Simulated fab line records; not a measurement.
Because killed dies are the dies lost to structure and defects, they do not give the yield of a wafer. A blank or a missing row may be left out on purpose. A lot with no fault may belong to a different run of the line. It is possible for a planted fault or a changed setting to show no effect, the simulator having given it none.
fab line records | flow gf180mcu
record: lots: 13 | wafers: 39 | last-day: 33
route steps=602 shown VT_IMPLANT@97 POLY_GATE@170 V1@336
lots that met no fault: taken from a fault-free run of the same line
start-h: start of the lot's first displayed wafer, in hours after the record's first day | wait-h: hours elapsed since this lot's preceding step | " identical to the entry in the row above | L1.1+2: several wafers, shown together as one row | - no value present, or no start provided | * or withheld: withheld | < > ~ a bound
route shown NAME@n: NAME is a module with steps in the file, n the number in the route of the first one | usual: the fault-free wafers' mean and standard deviation | same: alike in all rows | chamber/n: place in a boat | sites: per-site readings | _std_site: the values' standard deviation | _edge_site: mean of outer sites minus mean of inner sites | radius-mm: how far each site lies from the wafer's centre | mask NAME#n: copy n | behind: the tool/chamber that last shaped the wafer | hold: what put the lot on hold/how long, in hours/how the hold closed | device: names the non-switching transistor (n, p or np) | end of line: the route-end tests of the same wafers | where a step has no rows: the recipe by itself | killed: dies that structure and defects cost at the first sort, which is not the same as the wafer's yield | map: a wafer's dies, marking killed ones x, the rest . and places with no die _
set.NAME: the setting as run; set.NAME@STEP: as run at that earlier step | model.NAME: the simulator's own value behind a step, which no gauge read
route steps across a sampled set of lots; one table per step, one row per wafer
services: from which hour (start-h, from the record's first day; less than 0 if before it) a tool's chamber was out of use, for how many hours, and why
== steps ==
step: GF_VT_IMPLANT_OVL_MEAS_07
usual: VT_IMPLANT_OVL: 0.9/1.3
lot.wafer | tool       | chamber | start-h | wait-h | VT_IMPLANT_OVL[nm]
L806.1    | overlay-02 | -       | 113.27  | 0.1    | -0.3
L806.2    | "          | -       | "       | "      | -0.2
L806.4    | "          | -       | "       | "      | 0.7
L807.2    | overlay-02 | -       | 120.19  | 0.1    | 2.2
L807.4    | "          | -       | "       | "      | 0.2
L807.6    | "          | -       | "       | "      | 2.6
L808.3    | overlay-01 | -       | 123.45  | 0.1    | 1.9
L808.5    | "          | -       | "       | "      | -0.3
L808.6    | "          | -       | "       | "      | -0.2
L809.2    | overlay-02 | -       | 132.03  | 0.1    | -0.1
L809.3    | "          | -       | "       | "      | 0.6
L809.6    | "          | -       | "       | "      | 0.6
L810.1    | overlay-02 | -       | 135.38  | 0.1    | 0.8
L810.2    | "          | -       | "       | "      | -1.0
L810.5    | "          | -       | "       | "      | 3.5
L811.1    | overlay-02 | -       | 142.24  | 0.1    | 4.5
L811.5    | "          | -       | "       | "      | 2.9
L811.6    | "          | -       | "       | "      | 3.1
L812.1    | overlay-02 | -       | 155.13  | 0.1    | 2.6
L812.2    | "          | -       | "       | "      | 2.2
L812.3    | "          | -       | "       | "      | 1.2
L814.4    | overlay-02 | -       | 164.54  | 0.1    | 0.4
L814.5    | "          | -       | "       | "      | 3.1
L814.6    | "          | -       | "       | "      | 0.0
L816.2    | overlay-01 | -       | 175.59  | 0.1    | -2.0
L816.3    | "          | -       | "       | "      | -1.8
L816.6    | "          | -       | "       | "      | -1.2
L820.2    | overlay-01 | -       | 197.59  | 0.1    | 2.4
L820.4    | "          | -       | "       | "      | 1.2
L820.6    | "          | -       | "       | "      | 3.4
L821.1    | overlay-02 | -       | 201.18  | 0.1    | 1.0
L821.4    | "          | -       | "       | "      | 0.1
L821.5    | "          | -       | "       | "      | -0.2
L822.1    | overlay-02 | -       | 205.18  | 0.1    | 0.6
L822.2    | "          | -       | "       | "      | 0.9
L822.6    | "          | -       | "       | "      | 1.2
L826.2    | overlay-01 | -       | 231.54  | 0.1    | 4.2
L826.4    | "          | -       | "       | "      | 0.7
L826.5    | "          | -       | "       | "      | 1.6
step: GF_POLY_GATE_ETCH_13
recipe: target: poly-Si | target-depth-nm: 198.5 | stop-on: SiO2 | over-etch-frac: 0.403 | chemistry: HBr/Cl2 | icp-w: 400 | bias-w: 100 | pressure-mtorr: 10 | HBr_flow_sccm: 150 | Cl2_flow_sccm: 50 | time-s: 69.6
usual: bias-w: 100.0/0.3 | chamber-pressure-mTorr: 10.000/0.0093 | drypump-motor-current-A: 6.1/0.35 | oes-product-au: 0.987/0.0088 | over-etch-frac: 0.403/0 | throttle-valve-pct: 33.683/0.0094
lot.wafer | tool      | chamber | start-h | wait-h | bias-w | chamber-pressure-mTorr | drypump-motor-current-A | oes-product-au | over-etch-frac | rf-hours-counter-h | throttle-valve-pct
L806.1    | rie-si-02 | 1       | 200.53  | -      | 100.3  | 10.001                 | 5.6                     | 0.994          | 0.403          | 19                 | 33.672
L806.2    | "         | 2       | "       | "      | 99.9   | 10.001                 | 6.3                     | 1.006          | 0.403          | 5                  | 33.676
L806.4    | "         | 0       | "       | "      | 100.1  | 9.997                  | 6.7                     | 1.004          | 0.403          | 2                  | 33.680
L807.2    | rie-si-02 | 0       | 206.64  | -      | 99.6   | 9.990                  | 6.7                     | 0.994          | 0.403          | 2                  | 33.690
L807.4    | "         | 3       | "       | "      | 100.2  | 10.007                 | 6.3                     | 0.991          | 0.403          | 64                 | 33.678
L807.6    | "         | 2       | "       | "      | 99.9   | 10.015                 | 6.3                     | 0.990          | 0.403          | -                  | 33.692
L808.3    | rie-si-01 | 1       | 208.24  | -      | 100.0  | 10.019                 | 5.8                     | 0.993          | 0.403          | 81                 | 33.693
L808.5    | "         | 3       | "       | "      | 100.5  | 9.998                  | 6.1                     | 0.985          | 0.403          | -                  | 33.690
L808.6    | "         | 0       | "       | "      | 100.6  | 10.008                 | 6.1                     | 0.983          | 0.403          | -                  | 33.684
L809.2    | rie-si-02 | 1       | 217.29  | -      | 99.8   | 10.005                 | 5.6                     | 0.984          | 0.403          | 20                 | 33.682
L809.3    | "         | 0       | "       | "      | 100.3  | 10.015                 | 6.7                     | 1.002          | 0.403          | 2                  | 33.685
L809.6    | "         | 0       | "       | "      | 99.6   | 9.990                  | 6.7                     | 0.989          | 0.403          | -                  | 33.661
L810.1    | rie-si-02 | 3       | 222.23  | -      | 100.2  | 9.992                  | 6.3                     | 0.994          | 0.403          | 64                 | 33.672
L810.2    | "         | 2       | "       | "      | 99.5   | 10.003                 | 6.3                     | 0.997          | 0.403          | 6                  | 33.694
L810.5    | "         | 1       | "       | "      | 100.3  | 9.991                  | 5.6                     | 0.984          | 0.403          | -                  | 33.686
L811.1    | rie-si-01 | 2       | 232.23  | -      | 100.3  | 10.000                 | 6.4                     | 0.980          | 0.403          | 71                 | 33.693
L811.5    | "         | 1       | "       | "      | 100.4  | 9.994                  | 5.8                     | 0.979          | 0.403          | -                  | 33.691
L811.6    | "         | 2       | "       | "      | 100.0  | 10.015                 | 6.4                     | 0.977          | 0.403          | -                  | 33.678
L812.1    | rie-si-02 | 2       | 245.93  | -      | 100.3  | 10.013                 | 6.3                     | 0.994          | 0.403          | 6                  | 33.699
L812.2    | "         | 0       | "       | "      | 99.7   | 10.003                 | 6.7                     | 0.989          | 0.403          | 3                  | 33.693
L812.3    | "         | 3       | "       | "      | 99.6   | 10.004                 | 6.4                     | 0.980          | 0.403          | 64                 | 33.672
L814.4    | rie-si-02 | 2       | 255.65  | -      | 100.2  | 10.014                 | 6.3                     | 0.996          | 0.403          | 6                  | 33.681
L814.5    | "         | 1       | "       | "      | 99.7   | 10.000                 | 5.6                     | 0.983          | 0.403          | -                  | 33.678
L814.6    | "         | 0       | "       | "      | 100.0  | 9.984                  | 6.7                     | 0.992          | 0.403          | -                  | 33.678
L816.2    | rie-si-01 | 2       | 269.32  | -      | 100.1  | 10.000                 | 6.3                     | 0.964          | 0.403          | 71                 | 33.673
L816.3    | "         | 0       | "       | "      | 100.1  | 9.994                  | 6.1                     | 0.977          | 0.403          | 2                  | 33.674
L816.6    | "         | 1       | "       | "      | 100.1  | 10.005                 | 5.8                     | 0.980          | 0.403          | -                  | 33.680
L820.2    | rie-si-02 | 1       | 293.77  | -      | 100.1  | 9.997                  | 5.6                     | 0.983          | 0.3383         | 20                 | 33.674
L820.4    | "         | 0       | "       | "      | 99.8   | 9.999                  | 6.7                     | 1.003          | 0.3383         | 3                  | 33.682
L820.6    | "         | 1       | "       | "      | 100.1  | 10.008                 | 5.6                     | 0.990          | 0.3383         | -                  | 33.676
L821.1    | rie-si-01 | 2       | 297.97  | -      | 100.2  | 10.007                 | 6.3                     | 0.979          | 0.403          | 71                 | 33.689
L821.4    | "         | 0       | "       | "      | 99.6   | 9.997                  | 6.1                     | 0.986          | 0.403          | 2                  | 33.681
L821.5    | "         | 0       | "       | "      | 99.8   | 9.993                  | 6.1                     | 0.983          | 0.403          | -                  | 33.691
L822.1    | rie-si-02 | 3       | 305.87  | -      | 99.8   | 9.996                  | 6.3                     | 0.985          | 0.3383         | 64                 | 33.670
L822.2    | "         | 2       | "       | "      | 100.6  | 9.989                  | 6.3                     | 0.997          | 0.3383         | 6                  | 33.698
L822.6    | "         | 2       | "       | "      | 100.5  | 10.004                 | 6.3                     | 1.003          | 0.3383         | -                  | 33.672
L826.2    | rie-si-01 | 2       | 332.75  | -      | 100.1  | 10.013                 | 6.4                     | 0.974          | 0.403          | 72                 | 33.690
L826.4    | "         | 3       | "       | "      | 99.2   | 9.978                  | 6.1                     | 0.994          | 0.403          | 91                 | 33.688
L826.5    | "         | 1       | "       | "      | 99.9   | 10.000                 | 5.8                     | 0.991          | 0.403          | -                  | 33.693
step: GF_V1_THK_MEAS_01
recipe: reads: SiO2_of_V1_CVD_00
usual: V1_CVD_00_THK: 599/7
lot.wafer | tool          | chamber | start-h | wait-h | V1_CVD_00_THK[nm]
L806.1    | film-metro-01 | -       | 384.50  | 0.0    | 593
L806.2    | "             | -       | "       | "      | 600
L806.4    | "             | -       | "       | "      | 596
L807.2    | film-metro-01 | -       | 394.16  | 0.0    | 606
L807.4    | "             | -       | "       | "      | 604
L807.6    | "             | -       | "       | "      | 600
L808.3    | film-metro-03 | -       | 396.68  | 0.1    | 597
L808.5    | "             | -       | "       | "      | 602
L808.6    | "             | -       | "       | "      | 601
L809.2    | film-metro-03 | -       | 410.10  | 0.0    | 588
L809.3    | "             | -       | "       | "      | 598
L809.6    | "             | -       | "       | "      | 593
L810.1    | film-metro-01 | -       | 419.29  | 0.0    | 597
L810.2    | "             | -       | "       | "      | 596
L810.5    | "             | -       | "       | "      | 606
L811.1    | film-metro-01 | -       | 430.15  | 0.0    | 612
L811.5    | "             | -       | "       | "      | 605
L811.6    | "             | -       | "       | "      | 595
L812.1    | film-metro-03 | -       | 445.45  | 0.0    | 588
L812.2    | "             | -       | "       | "      | 594
L812.3    | "             | -       | "       | "      | 598
L814.4    | film-metro-02 | -       | 458.38  | 0.0    | 588
L814.5    | "             | -       | "       | "      | 592
L814.6    | "             | -       | "       | "      | 596
L816.2    | film-metro-01 | -       | 477.90  | 0.0    | 593
L816.3    | "             | -       | "       | "      | 591
L816.6    | "             | -       | "       | "      | 599
L820.2    | film-metro-03 | -       | 514.51  | 0.0    | 588
L820.4    | "             | -       | "       | "      | 598
L820.6    | "             | -       | "       | "      | 600
L821.1    | film-metro-03 | -       | 518.54  | 0.0    | 604
L821.4    | "             | -       | "       | "      | 611
L821.5    | "             | -       | "       | "      | 602
L822.1    | film-metro-02 | -       | 524.67  | 0.2    | 601
L822.2    | "             | -       | "       | "      | 596
L822.6    | "             | -       | "       | "      | 604
L826.2    | film-metro-03 | -       | 550.96  | 0.0    | 602
L826.4    | "             | -       | "       | "      | 612
L826.5    | "             | -       | "       | "      | 596
step: GF_V1_ETCH_16
recipe: chemistry: N2/H2 | target-depth-a: withheld | overetch-a: withheld | time-s: withheld | target: BARC | ion-energy-ev: 200 | source-w: 500 | bias-w: 100 | pressure-mtorr: 30 | n2-flow-sccm: 100 | h2-flow-sccm: 200
usual: bias-w: 100.03/0.3 | chamber-pressure-mTorr: 30.002/0.027 | drypump-motor-current-A: 5.6/0.48 | oes-product-au: 0.856/0.0045 | throttle-valve-pct: 13.224/0.0091
lot.wafer | tool        | chamber | start-h | wait-h | bias-w | chamber-pressure-mTorr | drypump-motor-current-A | oes-product-au | throttle-valve-pct
L806.1    | rie-diel-04 | 2       | 407.68  | 0.0    | 99.75  | 30.059                 | 5.7                     | 0.854          | 13.223
L806.2    | "           | 3       | "       | "      | 99.97  | 30.000                 | 5.2                     | 0.863          | 13.227
L806.4    | "           | 1       | "       | "      | 100.10 | 30.006                 | 6.4                     | 0.853          | 13.223
L807.2    | rie-diel-01 | 3       | 417.79  | 0.0    | 99.63  | 29.991                 | 6.2                     | 0.863          | 13.204
L807.4    | "           | 2       | "       | "      | 99.83  | 30.023                 | 6.1                     | 0.854          | 13.234
L807.6    | "           | 1       | "       | "      | 100.07 | 29.976                 | 4.7                     | 0.857          | 13.210
L808.3    | rie-diel-02 | 2       | 420.17  | 0.0    | 99.98  | 30.033                 | 5.8                     | 0.859          | 13.241
L808.5    | "           | 2       | "       | "      | 100.30 | 30.038                 | 5.7                     | 0.861          | 13.242
L808.6    | "           | 3       | "       | "      | 99.76  | 29.966                 | 5.5                     | 0.851          | 13.226
L809.2    | rie-diel-02 | 3       | 435.42  | 0.0    | 100.03 | 30.035                 | 5.5                     | 0.857          | 13.235
L809.3    | "           | 0       | "       | "      | 100.09 | 29.980                 | 5.6                     | 0.854          | 13.223
L809.6    | "           | 1       | "       | "      | 100.43 | 29.982                 | 5.0                     | 0.854          | 13.220
L810.1    | rie-diel-02 | 0       | 444.54  | 0.0    | 99.90  | 29.964                 | 5.6                     | 0.860          | 13.223
L810.2    | "           | 3       | "       | "      | 99.92  | 29.986                 | 5.5                     | 0.857          | 13.235
L810.5    | "           | 2       | "       | "      | 99.58  | 30.074                 | 5.8                     | 0.858          | 13.224
L811.1    | rie-diel-04 | 1       | 456.04  | 0.0    | 100.29 | 29.968                 | 6.4                     | 0.855          | 13.231
L811.5    | "           | 1       | "       | "      | 100.06 | 29.974                 | 6.4                     | 0.853          | 13.221
L811.6    | "           | 2       | "       | "      | 99.69  | 30.025                 | 5.7                     | 0.848          | 13.215
L812.1    | rie-diel-02 | 0       | 470.99  | 0.0    | 100.16 | 29.997                 | 5.6                     | 0.850          | 13.214
L812.2    | "           | 1       | "       | "      | 100.13 | 29.983                 | 5.0                     | 0.853          | 13.221
L812.3    | "           | 2       | "       | "      | 100.16 | 30.041                 | 5.8                     | 0.849          | 13.243
L814.4    | rie-diel-02 | 1       | 483.77  | 0.0    | 99.71  | 30.000                 | 5.0                     | 0.849          | 13.231
L814.5    | "           | 2       | "       | "      | 99.64  | 29.986                 | 5.8                     | 0.845          | 13.235
L814.6    | "           | 3       | "       | "      | 100.14 | 29.995                 | 5.5                     | 0.853          | 13.222
L816.2    | rie-diel-02 | 0       | 502.82  | 0.0    | 100.13 | 29.991                 | 5.6                     | 0.857          | 13.216
L816.3    | "           | 2       | "       | "      | 99.99  | 29.989                 | 5.8                     | 0.859          | 13.218
L816.6    | "           | 2       | "       | "      | 100.05 | 30.001                 | 5.7                     | 0.856          | 13.228
L820.2    | rie-diel-04 | 0       | 538.07  | 0.0    | 100.33 | 30.033                 | 6.3                     | 0.859          | 13.217
L820.4    | "           | 3       | "       | "      | 100.03 | 30.017                 | 5.2                     | 0.857          | 13.226
L820.6    | "           | 0       | "       | "      | 100.44 | 30.022                 | 6.3                     | 0.850          | 13.232
L821.1    | rie-diel-02 | 1       | 542.62  | 0.0    | 100.20 | 29.980                 | 5.0                     | 0.856          | 13.225
L821.4    | "           | 0       | "       | "      | 100.04 | 29.971                 | 5.6                     | 0.857          | 13.227
L821.5    | "           | 3       | "       | "      | 100.20 | 30.008                 | 5.5                     | 0.857          | 13.228
L822.1    | rie-diel-02 | 2       | 548.22  | 0.0    | 100.14 | 30.033                 | 5.8                     | 0.856          | 13.215
L822.2    | "           | 0       | "       | "      | 100.24 | 30.023                 | 5.6                     | 0.863          | 13.222
L822.6    | "           | 2       | "       | "      | 100.81 | 29.942                 | 5.8                     | 0.858          | 13.220
L826.2    | rie-diel-01 | 0       | 573.78  | 0.0    | 99.74  | 29.970                 | 5.2                     | 0.855          | 13.210
L826.4    | "           | 1       | "       | "      | 100.17 | 29.995                 | 4.7                     | 0.851          | 13.235
L826.5    | "           | 1       | "       | "      | 99.69  | 30.002                 | 4.7                     | 0.860          | 13.224
== services ==
tool        | chamber | start-h | hours | kind
rie-si-01   | 0       | 228.40  | 8.1   | repair
rie-diel-04 | 0       | 241.46  | 4.8   | repair
rie-diel-02 | -       | 250.79  | 2.4   | repair
rie-diel-02 | 0       | 264.85  | 11.8  | repair
rie-diel-02 | 1       | 276.02  | 9.7   | repair
rie-diel-01 | 2       | 289.70  | 1.3   | repair
rie-diel-01 | 2       | 291.70  | 6.0   | repair
rie-si-02   | -       | 325.56  | 14.6  | pm
rie-diel-04 | 3       | 334.70  | 3.5   | repair
rie-si-01   | 1       | 334.76  | 8.1   | repair
rie-diel-02 | 3       | 342.44  | 13.1  | repair
rie-diel-01 | 2       | 345.39  | 5.8   | repair
rie-diel-01 | 2       | 352.69  | 4.8   | repair
rie-si-02   | 0       | 353.07  | 6.3   | repair
rie-diel-01 | 3       | 381.51  | 5.8   | repair
rie-diel-02 | 0       | 403.94  | 27.0  | repair
rie-diel-04 | 1       | 409.23  | 2.4   | repair
rie-si-01   | 3       | 419.62  | 5.2   | repair
rie-diel-04 | -       | 449.63  | 2.8   | pm
rie-diel-04 | -       | 460.20  | 0.9   | repair
rie-si-01   | 0       | 472.33  | 4.5   | repair
rie-diel-04 | 3       | 473.04  | 4.6   | repair
rie-diel-02 | 1       | 505.82  | 12.8  | repair
rie-diel-02 | 3       | 547.86  | 3.8   | repair
== key ==
first-sign: step: GF_POLY_GATE_ETCH_13 | reading: over-etch-frac | direction: down | sigmas: 99+ | usual: 0.403 | struck: 0.3383
effect none on later readings
met-at GF_POLY_GATE_ETCH_13
struck-lots L820,L822
tester-left-out L820,L822
not-acting-at GF_VT_IMPLANT_OVL_MEAS_07,GF_V1_THK_MEAS_01,GF_V1_ETCH_16
onset-between 255.65 293.77
fault: kind: process-parameter-drift | tool: rie-si-02 | chamber: - | onset-h: 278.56 | steps: GF_POLY_GATE_ETCH_13 | channel: over-etch-frac | offset: -0.064698 | shape: step | end-h: 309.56 | stated: 0.403
tester-left-out: of these lots the tester's yield and bins aren't shown, on N5 and GAA mostly nor the transistor test; their killed dies are dies lost to structure and defects alone, not to doping, threshold or leakage, so they don't give the yield
